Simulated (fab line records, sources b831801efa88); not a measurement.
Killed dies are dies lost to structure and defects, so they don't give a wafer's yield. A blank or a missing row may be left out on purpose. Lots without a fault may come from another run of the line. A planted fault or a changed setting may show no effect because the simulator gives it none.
fab line records | flow sky130
record lots=12 wafers=36 last_day=50
route steps=708 shown SONOS_TUNNEL@166 GATE_OXIDE@189 LDD_LDN@296 VIA1@458
lots that met no fault: from a run of the same line without faults
start_h: hours from the record's first day to the start of the lot's first wafer shown | wait_h: hours since the lot's step before | " the same as in the row above | L1.1+2: a row that stands for several wafers | - no value, or no start given | * or withheld: withheld | < > ~ a bound
route shown NAME@n: a module of which the file shows steps, and the number in the route of the first | usual: mean/standard deviation of fault-free wafers | same: alike in all rows | chamber/n: place in a boat | sites: the reading at each site | _std_site: their standard deviation | _edge_site: outer sites' mean less inner sites' | radius_mm: how far each site lies from the wafer's centre | mask NAME#n: copy n | behind: the tool/chamber that last shaped the wafer | hold: why the lot was held/for how many hours/how that ended | device: the transistor (n, p or np) that didn't switch | end of line: the same wafers' tests at the end of the route | a step without rows: its recipe alone | killed: dies lost to structure and defects at the first sort, not the wafer's yield | map: a wafer's dies, x killed, . not, _ none there
set.NAME: the setting as run; set.NAME@STEP: as run at that earlier step | model.NAME: the simulator's own value behind a step, which no gauge read
steps of the route over a sample of lots; a table a step, a row a wafer
services: from which hour (start_h, from the record's first day; less than 0 if before it) a tool's chamber was out of use, for how many hours, and why
## steps
# step SKY_SONOS_TUNNEL_TW_MEAS_12
# usual SONOS_TUNNEL_TW=197.9/1.8
# columns lot.wafer tool chamber start_h wait_h SONOS_TUNNEL_TW
L664.2 film_metro-04 - 242.34 0.0 199.3
L664.4 " - " " 200.3
L664.5 " - " " 199.6
L665.1 film_metro-01 - 256.79 0.0 197.5
L665.3 " - " " 197.1
L665.6 " - " " 198.3
L666.1 film_metro-03 - 263.07 0.0 197.4
L666.3 " - " " 197.3
L666.6 " - " " 198.9
L668.4 film_metro-04 - 274.51 0.0 199.9
L668.5 " - " " 200.9
L668.6 " - " " 200.2
L669.1 film_metro-03 - 290.42 0.0 195.9
L669.3 " - " " 195.8
L669.5 " - " " 195.3
L673.2 film_metro-01 - 315.82 0.0 196.1
L673.4 " - " " 195.7
L673.5 " - " " 195.8
L675.1 film_metro-04 - 333.17 0.0 200.4
L675.2 " - " " 198.8
L675.3 " - " " 200.4
L680.2 film_metro-03 - 375.29 0.0 196.9
L680.4 " - " " 196.4
L680.6 " - " " 196.2
L682.1 film_metro-04 - 384.28 0.0 199.2
L682.4 " - " " 199.9
L682.5 " - " " 199.1
L684.1 film_metro-04 - 407.29 0.0 199.4
L684.2 " - " " 198.4
L684.6 " - " " 199.3
L686.2 film_metro-01 - 417.27 0.0 199.1
L686.3 " - " " 199.6
L686.6 " - " " 199.4
L687.2 film_metro-04 - 429.74 0.0 199.8
L687.3 " - " " 200.7
L687.5 " - " " 199.6
# step SKY_GATE_OXIDE_THK_MEAS_02
# recipe reads=SiO2_of_GATE_OXIDE_OXIDATION_01
# usual GATE_OXIDE_OXIDATION_00_THK=10.22/0.19
# columns lot.wafer tool chamber start_h wait_h GATE_OXIDE_OXIDATION_00_THK[nm]
L664.2 film_metro-01 - 276.13 0.0 10.38
L664.4 " - " " 10.34
L664.5 " - " " 10.37
L665.1 film_metro-01 - 288.52 0.0 10.27
L665.3 " - " " 10.34
L665.6 " - " " 10.29
L666.1 film_metro-03 - 298.04 0.0 9.92
L666.3 " - " " 9.96
L666.6 " - " " 9.87
L668.4 film_metro-03 - 309.04 0.0 9.88
L668.5 " - " " 9.82
L668.6 " - " " 9.91
L669.1 film_metro-03 - 342.15 0.0 10.06
L669.3 " - " " 10.04
L669.5 " - " " 10.09
L673.2 film_metro-02 - 350.75 0.0 10.10
L673.4 " - " " 10.12
L673.5 " - " " 10.18
L675.1 film_metro-01 - 366.81 0.0 10.20
L675.2 " - " " 10.39
L675.3 " - " " 10.13
L680.2 film_metro-03 - 415.61 0.0 10.44
L680.4 " - " " 10.28
L680.6 " - " " 10.16
L682.1 film_metro-01 - 420.92 0.0 10.30
L682.4 " - " " 10.18
L682.5 " - " " 10.40
L684.1 film_metro-02 - 445.73 0.0 10.56
L684.2 " - " " 10.69
L684.6 " - " " 10.47
L686.2 film_metro-03 - 458.43 0.0 10.13
L686.3 " - " " 10.27
L686.6 " - " " 10.31
L687.2 film_metro-03 - 469.06 0.0 10.28
L687.3 " - " " 10.47
L687.5 " - " " 10.34
# step SKY_LDD_LDN_OVL_MEAS_07
# usual LDD_LDN_OVL=0.6/1.4
# columns lot.wafer tool chamber start_h wait_h LDD_LDN_OVL[nm]
L664.2 overlay-01 - 516.10 0.1 1.1
L664.4 " - " " 0.2
L664.5 " - " " -2.4
L665.1 overlay-02 - 529.64 0.1 1.7
L665.3 " - " " -0.5
L665.6 " - " " 0.2
L666.1 overlay-02 - 536.74 0.1 -0.2
L666.3 " - " " -2.4
L666.6 " - " " -0.8
L668.4 overlay-01 - 552.85 0.1 2.4
L668.5 " - " " 3.0
L668.6 " - " " 1.8
L669.1 overlay-02 - 590.89 0.1 0.2
L669.3 " - " " 2.4
L669.5 " - " " 3.4
L673.2 overlay-02 - 600.82 0.1 -0.1
L673.4 " - " " 0.5
L673.5 " - " " 0.7
L675.1 overlay-01 - 615.56 0.1 -1.6
L675.2 " - " " 1.2
L675.3 " - " " 0.5
L680.2 overlay-02 - 661.92 0.1 1.0
L680.4 " - " " -0.9
L680.6 " - " " 2.1
L682.1 overlay-02 - 668.81 0.1 -1.6
L682.4 " - " " -0.2
L682.5 " - " " 0.0
L684.1 overlay-02 - 687.19 0.1 1.3
L684.2 " - " " 0.5
L684.6 " - " " 1.9
L686.2 overlay-02 - 699.99 0.1 1.3
L686.3 " - " " -0.4
L686.6 " - " " -0.8
L687.2 overlay-02 - 710.02 0.1 0.3
L687.3 " - " " -0.7
L687.5 " - " " -2.2
# step SKY_VIA1_HDPCVD_00
# recipe material=SiO2 target_thk_nm=1030 sigma_open_frac=0.3 time_s=171.7 temp_c=400 sih4_flow_sccm=60 pressure_mtorr=6
# usual sih4_flow_sccm=60.03/0.18
# columns lot.wafer tool chamber start_h wait_h sih4_flow_sccm
L664.2 hdpcvd-01 2 753.02 0.0 60.12
L664.4 " 2 " " 59.83
L664.5 " 1 " " 59.71
L665.1 hdpcvd-01 2 766.98 0.0 59.72
L665.3 " 0 " " 60.04
L665.6 " 1 " " 59.95
L666.1 hdpcvd-02 2 772.09 0.0 60.15
L666.3 " 1 " " 60.22
L666.6 " 1 " " 60.04
L668.4 hdpcvd-01 1 786.38 0.1 60.01
L668.5 " 2 " " 60.14
L668.6 " 0 " " 60.44
L669.1 hdpcvd-01 0 823.73 0.0 60.12
L669.3 " 2 " " 72.13
L669.5 " 2 " " 71.92
L673.2 hdpcvd-01 2 832.39 0.0 71.91
L673.4 " 0 " " 59.97
L673.5 " 2 " " 72.30
L675.1 hdpcvd-02 2 845.07 0.0 59.94
L675.2 " 0 " " 59.83
L675.3 " 1 " " 60.23
L680.2 hdpcvd-01 0 890.42 0.0 60.08
L680.4 " 0 " " 60.08
L680.6 " 1 " " 59.95
L682.1 hdpcvd-01 0 895.61 0.0 60.00
L682.4 " 2 " " 59.77
L682.5 " 1 " " 60.24
L684.1 hdpcvd-01 2 913.26 0.0 60.00
L684.2 " 1 " " 59.70
L684.6 " 0 " " 60.11
L686.2 hdpcvd-01 0 924.28 0.0 60.11
L686.3 " 2 " " 59.71
L686.6 " 0 " " 59.79
L687.2 hdpcvd-01 0 933.73 0.0 60.05
L687.3 " 2 " " 60.08
L687.5 " 1 " " 59.93
# step SKY_VIA1_THK_MEAS_01
# recipe reads=SiO2_of_VIA1_HDPCVD_00
# usual VIA1_HDPCVD_THK=1030/10
# columns lot.wafer tool chamber start_h wait_h VIA1_HDPCVD_THK[nm]
L664.2 film_metro-04 - 753.15 0.1 1020
L664.4 " - " " 1021
L664.5 " - " " 1028
L665.1 film_metro-04 - 767.09 0.1 1020
L665.3 " - " " 1017
L665.6 " - " " 1019
L666.1 film_metro-01 - 772.20 0.1 1027
L666.3 " - " " 1021
L666.6 " - " " 1033
L668.4 film_metro-01 - 786.47 0.0 1043
L668.5 " - " " 1036
L668.6 " - " " 1043
L669.1 film_metro-01 - 823.84 0.1 1012
L669.3 " - " " 1222
L669.5 " - " " 1220
L673.2 film_metro-04 - 832.51 0.1 1223
L673.4 " - " " 1027
L673.5 " - " " 1220
L675.1 film_metro-01 - 845.19 0.1 1050
L675.2 " - " " 1050
L675.3 " - " " 1034
L680.2 film_metro-04 - 890.54 0.1 1041
L680.4 " - " " 1035
L680.6 " - " " 1049
L682.1 film_metro-02 - 895.72 0.1 1048
L682.4 " - " " 1044
L682.5 " - " " 1049
L684.1 film_metro-04 - 913.37 0.1 1035
L684.2 " - " " 1047
L684.6 " - " " 1060
L686.2 film_metro-04 - 924.40 0.1 1015
L686.3 " - " " 1019
L686.6 " - " " 1032
L687.2 film_metro-01 - 933.86 0.1 1053
L687.3 " - " " 1038
L687.5 " - " " 1039
## services
# columns tool chamber start_h hours kind
hdpcvd-01 - 901.71 1.6 repair
## key
first_sign step=SKY_VIA1_HDPCVD_00 reading=sih4_flow_sccm direction=up sigmas=68 usual=60.03 struck=72.06
effect step=SKY_VIA1_THK_MEAS_01 reading=VIA1_HDPCVD_THK direction=up sigmas=19 usual=1030 struck=1221
met_at SKY_VIA1_HDPCVD_00
struck_lots L669,L673
struck_wafers L669.3,L669.5,L673.2,L673.5
not_acting_at SKY_SONOS_TUNNEL_TW_MEAS_12,SKY_GATE_OXIDE_THK_MEAS_02,SKY_LDD_LDN_OVL_MEAS_07
onset_between 786.38 823.73
fault kind=process_parameter_drift tool=hdpcvd-01 chamber=2 onset_h=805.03 steps=SKY_VIA1_HDPCVD_00 channel=sih4_flow_sccm offset=12 shape=step end_h=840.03 acts_in=these_recipes_only stated=60
